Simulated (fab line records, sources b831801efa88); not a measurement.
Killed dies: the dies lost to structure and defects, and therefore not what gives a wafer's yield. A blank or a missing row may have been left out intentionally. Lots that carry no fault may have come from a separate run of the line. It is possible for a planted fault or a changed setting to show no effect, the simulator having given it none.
Split-lot trial / flow sky130 / route with 708 steps; 5 lots, 23 wafers read

== SPLIT DETAILS ==
At SKY_LDD_HVN_IMPLANT_08, the setting doseCm2 was moved away from the recipe's 3e+13 on 4 of the 23 wafers read, by -6.1% to +4.0%. The other wafers ran this setting at the recipe's value.

== THE PATH FROM SPLIT TO READING: the file shows 1 step between them ==
- SKY_LDD_HVN_STRIP_09: strips in O2/N2

== THE READING ==
LDD_HVN_TW, at SKY_LDD_HVN_TW_MEAS_10. A value of 1435 with a standard deviation of 5.7 is what fault-free wafers of this fab line usually give.

wafer=L074.1; tool, chamber at the split=implanter-02, 0; doseCm2 as run=3e+13; against the recipe=recipe; LDD_HVN_TW=1421; against lot-mates on the recipe=-
wafer=L074.2; tool, chamber at the split=implanter-02, 0; doseCm2 as run=3e+13; against the recipe=recipe; LDD_HVN_TW=1428; against lot-mates on the recipe=-
wafer=L074.3; tool, chamber at the split=implanter-02, 0; doseCm2 as run=3e+13; against the recipe=recipe; LDD_HVN_TW=1430; against lot-mates on the recipe=-
wafer=L074.4; tool, chamber at the split=implanter-02, 0; doseCm2 as run=3e+13; against the recipe=recipe; LDD_HVN_TW=1428; against lot-mates on the recipe=-
wafer=L074.6; tool, chamber at the split=implanter-02, 0; doseCm2 as run=3e+13; against the recipe=recipe; LDD_HVN_TW=1433; against lot-mates on the recipe=-
wafer=L077.1; tool, chamber at the split=implanter-03, 0; doseCm2 as run=3e+13; against the recipe=recipe; LDD_HVN_TW=1433; against lot-mates on the recipe=-
wafer=L077.2; tool, chamber at the split=implanter-03, 0; doseCm2 as run=3e+13; against the recipe=recipe; LDD_HVN_TW=1429; against lot-mates on the recipe=-
wafer=L077.3; tool, chamber at the split=implanter-03, 0; doseCm2 as run=3.119e+13; against the recipe=+4.0%; LDD_HVN_TW=1455; against lot-mates on the recipe=+21
wafer=L077.4; tool, chamber at the split=implanter-03, 0; doseCm2 as run=3.119e+13; against the recipe=+4.0%; LDD_HVN_TW=1459; against lot-mates on the recipe=+25
wafer=L077.5; tool, chamber at the split=implanter-03, 0; doseCm2 as run=3e+13; against the recipe=recipe; LDD_HVN_TW=1441; against lot-mates on the recipe=-
wafer=L079.1; tool, chamber at the split=implanter-01, 0; doseCm2 as run=3e+13; against the recipe=recipe; LDD_HVN_TW=1430; against lot-mates on the recipe=-
wafer=L079.4; tool, chamber at the split=implanter-01, 0; doseCm2 as run=3e+13; against the recipe=recipe; LDD_HVN_TW=1434; against lot-mates on the recipe=-
wafer=L079.5; tool, chamber at the split=implanter-01, 0; doseCm2 as run=3e+13; against the recipe=recipe; LDD_HVN_TW=1436; against lot-mates on the recipe=-
wafer=L080.1; tool, chamber at the split=implanter-02, 0; doseCm2 as run=3e+13; against the recipe=recipe; LDD_HVN_TW=1440; against lot-mates on the recipe=-
wafer=L080.2; tool, chamber at the split=implanter-02, 0; doseCm2 as run=3e+13; against the recipe=recipe; LDD_HVN_TW=1441; against lot-mates on the recipe=-
wafer=L080.4; tool, chamber at the split=implanter-02, 0; doseCm2 as run=3e+13; against the recipe=recipe; LDD_HVN_TW=1434; against lot-mates on the recipe=-
wafer=L080.5; tool, chamber at the split=implanter-02, 0; doseCm2 as run=3e+13; against the recipe=recipe; LDD_HVN_TW=1438; against lot-mates on the recipe=-
wafer=L080.6; tool, chamber at the split=implanter-02, 0; doseCm2 as run=3e+13; against the recipe=recipe; LDD_HVN_TW=1440; against lot-mates on the recipe=-
wafer=L085.1; tool, chamber at the split=implanter-02, 0; doseCm2 as run=3e+13; against the recipe=recipe; LDD_HVN_TW=1445; against lot-mates on the recipe=-
wafer=L085.2; tool, chamber at the split=implanter-02, 0; doseCm2 as run=3e+13; against the recipe=recipe; LDD_HVN_TW=1438; against lot-mates on the recipe=-
wafer=L085.3; tool, chamber at the split=implanter-02, 0; doseCm2 as run=2.816e+13; against the recipe=-6.1%; LDD_HVN_TW=1407; against lot-mates on the recipe=-35
wafer=L085.4; tool, chamber at the split=implanter-02, 0; doseCm2 as run=3e+13; against the recipe=recipe; LDD_HVN_TW=1442; against lot-mates on the recipe=-
wafer=L085.6; tool, chamber at the split=implanter-02, 0; doseCm2 as run=2.816e+13; against the recipe=-6.1%; LDD_HVN_TW=1413; against lot-mates on the recipe=-29

FIT RESULTS
A straight line over all 23 wafers: LDD_HVN_TW changes by +4.53 for each +1% of doseCm2; r = +0.86; the points scatter about the line by 6.
The same after taking each lot's own level away (the mean of its wafers on the recipe; 23 wafers): +5.33 for each +1%; r = +0.96; scatter 3.5.
Per that fit: largest doseCm2 move, reading shift of 33.
Across the lots, their own levels run from 1428.0 to 1441.7, a range of 2.4 times the standard deviation given above.
So the slope is not independent of the lot-to-lot level: the two fits are not the same.
Check: -31.2 against its lot-mates is what the line predicts for one of the wafers moved furthest among these (-6.1%) when that wafer is left out of the fit. Against them it came out at -34.7.

== THE FILE'S OWN FIT ==
LDD_HVN_TW changes by +5.35 for each +1% of doseCm2, r = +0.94.
